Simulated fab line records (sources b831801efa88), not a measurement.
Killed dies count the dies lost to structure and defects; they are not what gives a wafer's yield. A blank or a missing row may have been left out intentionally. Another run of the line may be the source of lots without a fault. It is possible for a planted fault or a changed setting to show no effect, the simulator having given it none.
Check of tool commonality | flow gf180mcu | 13 lots, 39 wafers sampled

REASON FOR OPENING
1 of 13 lots carry a flag on the reading POLY_GATE_CVD_00_THK at GF_POLY_GATE_THK_MEAS_01. Wafers without a fault read 199.4 nm, standard deviation 1.7.
Rule: a lot is flagged when every wafer of it that has a number lies more than 4 standard deviations from that mean, or none has a number. As for the other lots, they are considered sound.

lot  | measured     | on            | POLY_GATE_CVD_00_THK (nm), wafer by wafer | flag
L210 | day 8 08:20  | film metro-03 | 198.2 197.3 198.3                         |
L212 | day 8 22:47  | film metro-04 | 197.9 196.2 196.9                         |
L213 | day 9 02:48  | film metro-01 | 198.4 200.8 200.4                         |
L214 | day 9 13:01  | film metro-01 | 200.7 200.2 200.5                         |
L215 | day 9 19:42  | film metro-01 | 198.4 196.6 198.0                         |
L216 | day 10 04:34 | film metro-03 | 199.4 199.5 200.3                         |
L217 | day 10 13:35 | film metro-04 | 200.1 200.3 200.7                         |
L218 | day 10 19:14 | film metro-03 | 200.2 199.6 199.9                         |
L219 | day 11 04:53 | film metro-04 | 198.7 198.6 202.1                         |
L220 | day 11 11:35 | film metro-01 | 197.5 198.8 200.4                         |
L224 | day 12 20:45 | film metro-01 | 308.2 308.9 308.2                         | FLAGGED
L233 | day 15 01:29 | film metro-04 | 200.0 199.2 199.4                         |
L232 | day 15 03:59 | film metro-03 | 202.8 203.1 204.4                         |
The numbers of the flagged lots are 308.4 nm on average: +109.0 nm against the usual, or +64 standard deviations.

WHICH TOOL EACH LOT WENT THROUGH
The record holds 1 process step before the reading, out of a route of 602 steps. Every cell lists first the tool, next ch and the chambers used by the sampled wafers, and last the start.
lot  | flag    | GF_POLY_GATE_CVD_00
L210 |         | lpcvd-02 ch 0, day 8 06:59
L212 |         | lpcvd-01 ch 0, day 8 21:28
L213 |         | lpcvd-01 ch 1, day 9 01:28
L214 |         | lpcvd-02 ch 1, day 9 11:40
L215 |         | lpcvd-01 ch 0, day 9 18:22
L216 |         | lpcvd-01 ch 0, day 10 01:33
L217 |         | lpcvd-01 ch 1, day 10 12:16
L218 |         | lpcvd-01 ch 0, day 10 17:53
L219 |         | lpcvd-01 ch 0, day 11 03:32
L220 |         | lpcvd-02 ch 0, day 11 10:15
L224 | FLAGGED | lpcvd-01 ch 0, day 12 18:45
L233 |         | lpcvd-02 ch 1, day 15 00:08
L232 |         | lpcvd-02 ch 1, day 15 02:38
These steps, and what they do:
- GF_POLY_GATE_CVD_00: deposits poly-Si, target thk 200 nm, time 1200 s.
- GF_POLY_GATE_THK_MEAS_01

FLAGGED OVER TOTAL, TOOL BY TOOL (the gauges that took the reading come last)
step                     | tool          | lots run | flagged | share of the flagged lots | sound lots run after its first flagged lot
GF_POLY_GATE_CVD_00      | lpcvd-01      | 8        | 1       | all                       | 0
GF_POLY_GATE_CVD_00      | lpcvd-02      | 5        | 0       | none                      | -
GF_POLY_GATE_THK_MEAS_01 | film metro-01 | 5        | 1       | all                       | 0
GF_POLY_GATE_THK_MEAS_01 | film metro-03 | 4        | 0       | none                      | -
GF_POLY_GATE_THK_MEAS_01 | film metro-04 | 4        | 0       | none                      | -

WHAT IS ALLOWED BY THE TABLE
Every flagged lot went through 2 rows of the table: lpcvd-01 at GF_POLY_GATE_CVD_00 and film metro-01 at GF_POLY_GATE_THK_MEAS_01.
- lpcvd-01 at GF_POLY_GATE_CVD_00 ran 8 lots, 1 of them flagged. A fault beginning between L219 (day 11 03:32), its last sound lot, and L224 (day 12 18:45), its first flagged one, fits the data. Its own readings lie more than 4 standard deviations out on every wafer of the flagged lots: spike tc bottom C, spike tc centre C, spike tc lower C, spike tc top C, spike tc upper C, susceptor temp C.
- film metro-01 at GF_POLY_GATE_THK_MEAS_01 ran 5 lots, 1 of them flagged. A fault beginning between L220 (day 11 11:35), its last sound lot, and L224 (day 12 20:45), its first flagged one, fits the data.
Because each of these 2 tools fits a fault that began at some hour, counting lots does not separate them. More lots, or a look at what each step does to the wafer, might.

WHAT HAD BEEN PUT IN BY THE SIMULATOR
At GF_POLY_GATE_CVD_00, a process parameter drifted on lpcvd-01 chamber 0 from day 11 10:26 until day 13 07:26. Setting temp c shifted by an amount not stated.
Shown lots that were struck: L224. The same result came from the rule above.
